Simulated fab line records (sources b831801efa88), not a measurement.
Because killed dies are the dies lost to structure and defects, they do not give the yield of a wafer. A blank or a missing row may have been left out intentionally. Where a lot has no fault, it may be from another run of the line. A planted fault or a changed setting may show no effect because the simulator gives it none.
fab line records + flow gf180mcu
record:
- lots: 12
- wafers: 36
- lastDay: 34
route steps=602 shown V4@481 MIM@508
lots that met no fault: from a run of the same line without faults
startH: hours from the record's first day to the start of the lot's first wafer shown + waitH: how many hours have passed since the lot's step before this one + " same as the row above + L1.1+2: a row that stands for several wafers + - either no value or no given start + * or withheld: withheld + < > ~ a bound
route shown NAME@n: NAME is a module with steps in the file, n the number in the route of the first one + usual: average and standard deviation across the fault-free wafers + same: alike in all rows + chamber/n: place in a boat + sites: per-site readings + _std_site: their standard deviation + _edge_site: inner sites' mean taken away from outer sites' mean + radiusMm: how far each site lies from the wafer's centre + mask NAME#n: copy n + behind: tool/chamber where the wafer was last shaped + hold: cause of the lot's hold/its duration in hours/its outcome + device: which transistor (n, p or np) failed to switch + end of line: the route-end tests of the same wafers + a step without rows: its recipe alone + killed: dies lost to structure and defects at the first sort, not the wafer's yield + map: a wafer's dies, marking killed ones x, the rest . and places with no die _
set.NAME: the setting the step ran with; set.NAME@STEP: the setting that earlier step ran with + model.NAME: the simulator's own value behind a step, which no gauge read
one table for each step of the route and one row for each wafer, over a sample of lots
services: a tool's chamber out of use, with start hour (startH, from the record's first day; less than 0 if before it), hours out, and reason
== steps ==
step: GF_V4_BOW_MEAS_05
recipe:
- mode: bow
usual:
- V4_BOW: 136/8.6
| lot.wafer | tool         | chamber | startH | waitH | V4_BOW[um] |
|-----------|--------------|---------|--------|-------|------------|
| L889.4    | filmMetro-01 | -       | 544.40 | 0.3   | 140        |
| L889.5    | "            | -       | "      | "     | 147        |
| L889.6    | "            | -       | "      | "     | 141        |
| L891.1    | filmMetro-01 | -       | 566.41 | 0.1   | 143        |
| L891.5    | "            | -       | "      | "     | 141        |
| L891.6    | "            | -       | "      | "     | 150        |
| L892.1    | filmMetro-02 | -       | 567.36 | 0.1   | 137        |
| L892.2    | "            | -       | "      | "     | 134        |
| L892.4    | "            | -       | "      | "     | 139        |
| L895.1    | filmMetro-01 | -       | 595.66 | 0.2   | 140        |
| L895.2    | "            | -       | "      | "     | 142        |
| L895.3    | "            | -       | "      | "     | 150        |
| L896.3    | filmMetro-03 | -       | 602.75 | 0.2   | 141        |
| L896.4    | "            | -       | "      | "     | 129        |
| L896.6    | "            | -       | "      | "     | 139        |
| L903.4    | filmMetro-03 | -       | 658.63 | 0.2   | 128        |
| L903.5    | "            | -       | "      | "     | 122        |
| L903.6    | "            | -       | "      | "     | 136        |
| L907.1    | filmMetro-02 | -       | 696.05 | 0.2   | 137        |
| L907.2    | "            | -       | "      | "     | 147        |
| L907.4    | "            | -       | "      | "     | 151        |
| L906.1    | filmMetro-02 | -       | 696.65 | 0.1   | 147        |
| L906.2    | "            | -       | "      | "     | 144        |
| L906.6    | "            | -       | "      | "     | 138        |
| L909.2    | filmMetro-01 | -       | 705.15 | 0.1   | 122        |
| L909.4    | "            | -       | "      | "     | 130        |
| L909.5    | "            | -       | "      | "     | 124        |
| L908.2    | filmMetro-01 | -       | 710.41 | 0.2   | 134        |
| L908.5    | "            | -       | "      | "     | 141        |
| L908.6    | "            | -       | "      | "     | 132        |
| L910.1    | filmMetro-03 | -       | 715.99 | 0.2   | 135        |
| L910.2    | "            | -       | "      | "     | 136        |
| L910.6    | "            | -       | "      | "     | 149        |
| L911.1    | filmMetro-02 | -       | 721.58 | 0.2   | 142        |
| L911.2    | "            | -       | "      | "     | 150        |
| L911.4    | "            | -       | "      | "     | 149        |
step: GF_V4_THK_MEAS_25
recipe:
- thkMeasGauge: xrf
- reads: W_of_V4_CVD_23
usual:
- V4_W_THK: 346/4.6
| lot.wafer | tool         | chamber | startH | waitH | V4_W_THK[nm] |
|-----------|--------------|---------|--------|-------|--------------|
| L889.4    | filmMetro-03 | -       | 567.71 | 0.1   | 341          |
| L889.5    | "            | -       | "      | "     | 342          |
| L889.6    | "            | -       | "      | "     | 349          |
| L891.1    | filmMetro-01 | -       | 589.00 | 0.1   | 350          |
| L891.5    | "            | -       | "      | "     | 347          |
| L891.6    | "            | -       | "      | "     | 345          |
| L892.1    | filmMetro-01 | -       | 590.27 | 0.1   | 345          |
| L892.2    | "            | -       | "      | "     | 347          |
| L892.4    | "            | -       | "      | "     | 352          |
| L895.1    | filmMetro-03 | -       | 617.64 | 0.1   | 343          |
| L895.2    | "            | -       | "      | "     | 340          |
| L895.3    | "            | -       | "      | "     | 343          |
| L896.3    | filmMetro-02 | -       | 625.21 | 0.1   | 338          |
| L896.4    | "            | -       | "      | "     | 344          |
| L896.6    | "            | -       | "      | "     | 341          |
| L903.4    | filmMetro-03 | -       | 679.09 | 0.1   | 349          |
| L903.5    | "            | -       | "      | "     | 346          |
| L903.6    | "            | -       | "      | "     | 343          |
| L907.1    | filmMetro-03 | -       | 715.28 | 0.1   | 348          |
| L907.2    | "            | -       | "      | "     | 351          |
| L907.4    | "            | -       | "      | "     | 348          |
| L906.1    | filmMetro-02 | -       | 716.05 | 0.1   | 337          |
| L906.2    | "            | -       | "      | "     | 344          |
| L906.6    | "            | -       | "      | "     | 341          |
| L909.2    | filmMetro-01 | -       | 724.19 | 0.1   | 348          |
| L909.4    | "            | -       | "      | "     | 350          |
| L909.5    | "            | -       | "      | "     | 340          |
| L908.2    | filmMetro-03 | -       | 730.44 | 0.1   | 347          |
| L908.5    | "            | -       | "      | "     | 347          |
| L908.6    | "            | -       | "      | "     | 352          |
| L910.1    | filmMetro-03 | -       | 734.65 | 0.1   | 353          |
| L910.2    | "            | -       | "      | "     | 355          |
| L910.6    | "            | -       | "      | "     | 354          |
| L911.1    | filmMetro-03 | -       | 740.18 | 0.1   | 353          |
| L911.2    | "            | -       | "      | "     | 354          |
| L911.4    | "            | -       | "      | "     | 350          |
step: GF_MIM_CVD_05
recipe:
- material: Si3N4
- targetThkNm: 42
- tempMaxC: 400
- tempC: 385
- timeS: 29.086
- rfW: 450
usual:
- heaterPowerW: 603/91
- runLengthS: 57.0/0.53
- susceptorTempC: 385.02/0.22
- tempMaxC: 400.00/0.26
| lot.wafer | tool     | chamber | startH | waitH | heaterPowerW | runLengthS | sinceWetCleanH | susceptorTempC | tempMaxC |
|-----------|----------|---------|--------|-------|--------------|------------|----------------|----------------|----------|
| L889.4    | pecvd-02 | 1       | 568.28 | 0.0   | 444          | 56.7       | -              | 385.20         | 400.30   |
| L889.5    | "        | 2       | "      | "     | 580          | 56.9       | -              | 385.24         | 400.66   |
| L889.6    | "        | 0       | "      | "     | 788          | 58.1       | -              | 384.90         | 400.30   |
| L891.1    | pecvd-02 | 1       | 589.58 | 0.0   | 520          | 56.4       | 415            | 385.51         | 400.36   |
| L891.5    | "        | 1       | "      | "     | 514          | 54.6       | -              | -              | 400.47   |
| L891.6    | "        | 2       | "      | "     | 603          | 56.4       | -              | 385.13         | 399.79   |
| L892.1    | pecvd-01 | 0       | 590.85 | 0.0   | 587          | 57.5       | 624            | 385.24         | 400.10   |
| L892.2    | "        | 2       | "      | "     | 432          | 56.7       | 624            | 385.21         | 399.98   |
| L892.4    | "        | 2       | "      | "     | 437          | 57.5       | -              | 384.97         | 400.23   |
| L895.1    | pecvd-01 | 1       | 618.23 | 0.0   | 567          | 56.4       | 652            | 385.17         | 399.59   |
| L895.2    | "        | 0       | "      | "     | 680          | 58.0       | 652            | 385.21         | 400.24   |
| L895.3    | "        | 2       | "      | "     | 475          | 57.2       | 652            | 384.65         | 400.18   |
| L896.3    | pecvd-02 | 2       | 625.78 | 0.0   | 638          | 56.8       | 451            | 384.91         | 399.90   |
| L896.4    | "        | 1       | "      | "     | 477          | 54.9       | -              | -              | 400.40   |
| L896.6    | "        | 2       | "      | "     | 669          | 56.4       | -              | 384.72         | 400.01   |
| L903.4    | pecvd-01 | 0       | 679.66 | 0.0   | 628          | 58.5       | -              | 385.41         | 400.11   |
| L903.5    | "        | 2       | "      | "     | 514          | 57.2       | -              | 385.02         | 399.72   |
| L903.6    | "        | 1       | "      | "     | 566          | 56.2       | -              | 385.03         | 400.18   |
| L907.1    | pecvd-02 | 0       | 715.87 | 0.0   | 808          | 57.4       | 541            | 385.04         | 399.90   |
| L907.2    | "        | 1       | "      | "     | 524          | 57.1       | 541            | 384.94         | 399.93   |
| L907.4    | "        | 1       | "      | "     | 530          | 57.5       | -              | 385.11         | 399.67   |
| L906.1    | pecvd-01 | 1       | 716.63 | 0.0   | 577          | 56.3       | 750            | 384.89         | 400.23   |
| L906.2    | "        | 2       | "      | "     | 474          | 57.3       | 750            | 384.75         | 399.96   |
| L906.6    | "        | 1       | "      | "     | 585          | 56.2       | -              | 384.85         | 400.15   |
| L909.2    | pecvd-04 | 1       | 724.76 | 0.0   | 677          | 57.1       | 120            | 384.77         | 400.24   |
| L909.4    | "        | 1       | "      | "     | 681          | 57.2       | -              | 385.13         | 400.38   |
| L909.5    | "        | 0       | "      | "     | 638          | 57.0       | -              | 385.07         | 400.05   |
| L908.2    | pecvd-01 | 1       | 731.06 | 0.0   | 566          | 56.8       | 765            | 384.61         | 400.00   |
| L908.5    | "        | 0       | "      | "     | 648          | 57.7       | -              | 385.18         | 400.33   |
| L908.6    | "        | 2       | "      | "     | 521          | 56.7       | -              | 384.94         | 400.29   |
| L910.1    | pecvd-01 | 0       | 735.23 | 0.0   | 654          | 58.2       | 769            | 385.11         | 399.64   |
| L910.2    | "        | 1       | "      | "     | 555          | 56.2       | 769            | 385.02         | 399.62   |
| L910.6    | "        | 0       | "      | "     | 670          | 57.4       | -              | 385.20         | 399.74   |
| L911.1    | pecvd-04 | 1       | 740.76 | 0.0   | 659          | 56.7       | 136            | 384.78         | 399.70   |
| L911.2    | "        | 2       | "      | "     | 591          | 56.9       | 136            | 385.01         | 399.96   |
| L911.4    | "        | 2       | "      | "     | 594          | 56.8       | -              | 385.16         | 400.20   |
step: GF_MIM_THK_MEAS_06
recipe:
- reads: Si3N4_of_MIM_CVD_05
usual:
- MIM_CVD_05_THK: 42.0/0.56
| lot.wafer | tool         | chamber | startH | waitH | MIM_CVD_05_THK[nm] |
|-----------|--------------|---------|--------|-------|--------------------|
| L889.4    | filmMetro-04 | -       | 568.33 | 0.0   | 42.1               |
| L889.5    | "            | -       | "      | "     | 42.0               |
| L889.6    | "            | -       | "      | "     | 41.4               |
| L891.1    | filmMetro-01 | -       | 589.61 | 0.0   | 41.4               |
| L891.5    | "            | -       | "      | "     | 40.0               |
| L891.6    | "            | -       | "      | "     | 42.5               |
| L892.1    | filmMetro-01 | -       | 590.88 | 0.0   | 41.4               |
| L892.2    | "            | -       | "      | "     | 41.2               |
| L892.4    | "            | -       | "      | "     | 41.9               |
| L895.1    | filmMetro-01 | -       | 618.26 | 0.0   | 41.2               |
| L895.2    | "            | -       | "      | "     | 41.6               |
| L895.3    | "            | -       | "      | "     | 41.8               |
| L896.3    | filmMetro-04 | -       | 625.83 | 0.0   | 41.6               |
| L896.4    | "            | -       | "      | "     | 39.5               |
| L896.6    | "            | -       | "      | "     | 42.2               |
| L903.4    | filmMetro-04 | -       | 679.71 | 0.0   | 42.4               |
| L903.5    | "            | -       | "      | "     | 42.3               |
| L903.6    | "            | -       | "      | "     | 41.7               |
| L907.1    | filmMetro-01 | -       | 715.91 | 0.0   | 41.5               |
| L907.2    | "            | -       | "      | "     | 42.1               |
| L907.4    | "            | -       | "      | "     | 42.2               |
| L906.1    | filmMetro-01 | -       | 716.68 | 0.0   | 40.8               |
| L906.2    | "            | -       | "      | "     | 41.8               |
| L906.6    | "            | -       | "      | "     | 41.8               |
| L909.2    | filmMetro-01 | -       | 724.84 | 0.1   | 40.7               |
| L909.4    | "            | -       | "      | "     | 41.8               |
| L909.5    | "            | -       | "      | "     | 41.9               |
| L908.2    | filmMetro-04 | -       | 731.10 | 0.0   | 41.4               |
| L908.5    | "            | -       | "      | "     | 43.4               |
| L908.6    | "            | -       | "      | "     | 43.3               |
| L910.1    | filmMetro-04 | -       | 735.26 | 0.0   | 42.1               |
| L910.2    | "            | -       | "      | "     | 41.3               |
| L910.6    | "            | -       | "      | "     | 43.1               |
| L911.1    | filmMetro-04 | -       | 740.80 | 0.0   | 41.6               |
| L911.2    | "            | -       | "      | "     | 42.6               |
| L911.4    | "            | -       | "      | "     | 43.2               |
step: GF_MIM_STRIP_20
recipe:
- chemistry: O2/N2
- powerW: 1400
- pressureMtorr: 1500
- platenTempC: 250
- o2FlowSccm: 3000
- n2FlowSccm: 300
- overashFraction: 0.5
usual:
- drypumpMotorCurrentA: 5.69/0.21
- heaterPowerW: 322/41
- oesProductAu: 0.692/0.0045
- stripTimeToEndpointS: 11.23/0.04
| lot.wafer | tool           | chamber | startH | waitH | drypumpMotorCurrentA | heaterPowerW | oesProductAu | rfHoursCounterH | stripTimeToEndpointS |
|-----------|----------------|---------|--------|-------|----------------------|--------------|--------------|-----------------|----------------------|
| L889.4    | plasmaAsher-04 | 0       | 590.08 | 0.1   | 5.66                 | 294          | 0.685        | -               | 11.21                |
| L889.5    | "              | 1       | "      | "     | 5.76                 | 402          | 0.695        | -               | 11.18                |
| L889.6    | "              | 0       | "      | "     | 5.66                 | 308          | 0.694        | -               | 11.23                |
| L891.1    | plasmaAsher-01 | 1       | 610.10 | 0.0   | 5.52                 | 292          | 0.684        | 20              | 11.21                |
| L891.5    | "              | 1       | "      | "     | 5.53                 | 302          | 0.697        | -               | 11.21                |
| L891.6    | "              | 0       | "      | "     | 5.97                 | 299          | 0.690        | -               | 11.21                |
| L892.1    | plasmaAsher-04 | 0       | 612.25 | 0.0   | 5.63                 | 302          | 0.678        | 50              | 11.26                |
| L892.2    | "              | 1       | "      | "     | 5.72                 | 398          | 0.687        | 50              | 11.25                |
| L892.4    | "              | 0       | "      | "     | 5.62                 | 305          | 0.690        | -               | 11.27                |
| L895.1    | plasmaAsher-01 | 1       | 639.45 | 0.0   | 5.53                 | 286          | 0.699        | 23              | 11.30                |
| L895.2    | "              | 0       | "      | "     | 5.95                 | 307          | 0.693        | 23              | 11.29                |
| L895.3    | "              | 1       | "      | "     | 5.53                 | 285          | 0.693        | -               | 11.32                |
| L896.3    | plasmaAsher-01 | 0       | 646.13 | 0.1   | 6.05                 | 308          | 0.697        | -               | 11.25                |
| L896.4    | "              | 1       | "      | "     | 5.51                 | 286          | 0.691        | -               | 11.27                |
| L896.6    | "              | 0       | "      | "     | 6.05                 | 306          | 0.689        | -               | 11.20                |
| L903.4    | plasmaAsher-01 | 1       | 698.15 | 0.1   | 5.52                 | 288          | 0.696        | -               | 11.27                |
| L903.5    | "              | 1       | "      | "     | 5.54                 | 288          | 0.688        | -               | 11.30                |
| L903.6    | "              | 0       | "      | "     | 6.02                 | 301          | 0.691        | -               | 11.26                |
| L907.1    | plasmaAsher-01 | 0       | 733.85 | 0.0   | 6.00                 | 292          | 0.693        | 34              | 11.19                |
| L907.2    | "              | 1       | "      | "     | 5.52                 | 284          | 0.689        | 34              | 11.21                |
| L907.4    | "              | 0       | "      | "     | 5.97                 | 304          | 0.686        | -               | 11.21                |
| L906.1    | plasmaAsher-01 | 1       | 734.38 | 0.1   | 5.50                 | 292          | 0.682        | 34              | 11.21                |
| L906.2    | "              | 0       | "      | "     | 5.96                 | 302          | 0.689        | 34              | 11.22                |
| L906.6    | "              | 1       | "      | "     | 5.50                 | 286          | 0.699        | -               | 11.22                |
| L909.2    | plasmaAsher-01 | 1       | 742.51 | 0.0   | 5.53                 | 280          | 0.691        | 35              | 11.20                |
| L909.4    | "              | 0       | "      | "     | 5.99                 | 301          | 0.693        | -               | 11.17                |
| L909.5    | "              | 0       | "      | "     | 6.00                 | 296          | 0.692        | -               | 11.20                |
| L908.2    | plasmaAsher-02 | 1       | 748.21 | 0.0   | 5.77                 | 337          | 0.687        | 0               | 11.17                |
| L908.5    | "              | 1       | "      | "     | 5.76                 | 342          | 0.700        | -               | 11.21                |
| L908.6    | "              | 0       | "      | "     | 5.23                 | 311          | 0.690        | -               | 11.22                |
| L910.1    | plasmaAsher-04 | 0       | 752.46 | 0.0   | 5.63                 | 303          | 0.695        | 65              | 11.23                |
| L910.2    | "              | 1       | "      | "     | 5.74                 | 396          | 0.688        | 65              | 11.20                |
| L910.6    | "              | 1       | "      | "     | 5.74                 | 404          | 0.691        | -               | 11.21                |
| L911.1    | plasmaAsher-04 | 1       | 756.91 | 0.0   | 5.73                 | 411          | 0.694        | 66              | 11.16                |
| L911.2    | "              | 0       | "      | "     | 5.65                 | 310          | 0.699        | 66              | 11.22                |
| L911.4    | "              | 1       | "      | "     | 5.75                 | 394          | 0.692        | -               | 11.21                |
== services ==
| tool           | chamber | startH | hours | kind      |
|----------------|---------|--------|-------|-----------|
| pecvd-04       | -       | 544.89 | 0.3   | repair    |
| plasmaAsher-02 | -       | 566.17 | 1.0   | repair    |
| plasmaAsher-04 | -       | 576.70 | 0.7   | repair    |
| plasmaAsher-02 | -       | 584.73 | 0.9   | repair    |
| pecvd-04       | -       | 591.12 | 14.0  | pm        |
| pecvd-04       | 0       | 591.12 | 14.0  | ventCycle |
| pecvd-04       | 1       | 591.12 | 14.0  | ventCycle |
| pecvd-04       | 2       | 591.12 | 14.0  | ventCycle |
| pecvd-04       | 0       | 605.12 | -     | clean     |
| pecvd-04       | 1       | 605.12 | -     | clean     |
| pecvd-04       | 2       | 605.12 | -     | clean     |
| pecvd-01       | 2       | 620.51 | 4.0   | repair    |
| pecvd-01       | 1       | 633.95 | 26.5  | repair    |
| plasmaAsher-02 | -       | 636.65 | 7.9   | repair    |
| pecvd-04       | 0       | 639.68 | 5.0   | repair    |
| plasmaAsher-02 | -       | 644.60 | 14.6  | pm        |
| pecvd-04       | 2       | 679.84 | 4.0   | repair    |
| plasmaAsher-04 | -       | 688.67 | 1.4   | repair    |
| pecvd-01       | 0       | 714.42 | 12.7  | repair    |
| plasmaAsher-02 | -       | 733.75 | 9.0   | pm        |
| plasmaAsher-02 | 0       | 733.75 | 9.0   | ventCycle |
| plasmaAsher-02 | 1       | 733.75 | 9.0   | ventCycle |
| plasmaAsher-01 | -       | 738.86 | 1.9   | repair    |
| plasmaAsher-02 | 0       | 742.75 | -     | clean     |
== key ==
firstSign:
- step: GF_MIM_CVD_05
- reading: runLengthS
- direction: down
- sigmas: 4.2
- usual: *
- struck: *
effect:
- step: GF_MIM_THK_MEAS_06
- reading: MIM_CVD_05_THK
- direction: down
- sigmas: 4
- usual: 42.0
- struck: 39.7
metAt GF_MIM_CVD_05
struckLots L891,L896
struckWafers L891.5,L896.4
notActingAt GF_V4_BOW_MEAS_05,GF_V4_THK_MEAS_25,GF_MIM_STRIP_20
onsetBetween 568.28 589.58
fault:
- kind: processParameterDrift
- tool: pecvd-02
- chamber: -
- onsetH: 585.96
- steps: GF_MIM_CVD_05
- channel: timeS
- offset: *
- shape: step
- endH: 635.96
- scope: struckWafersOnly
- actsIn: *
- stated: *
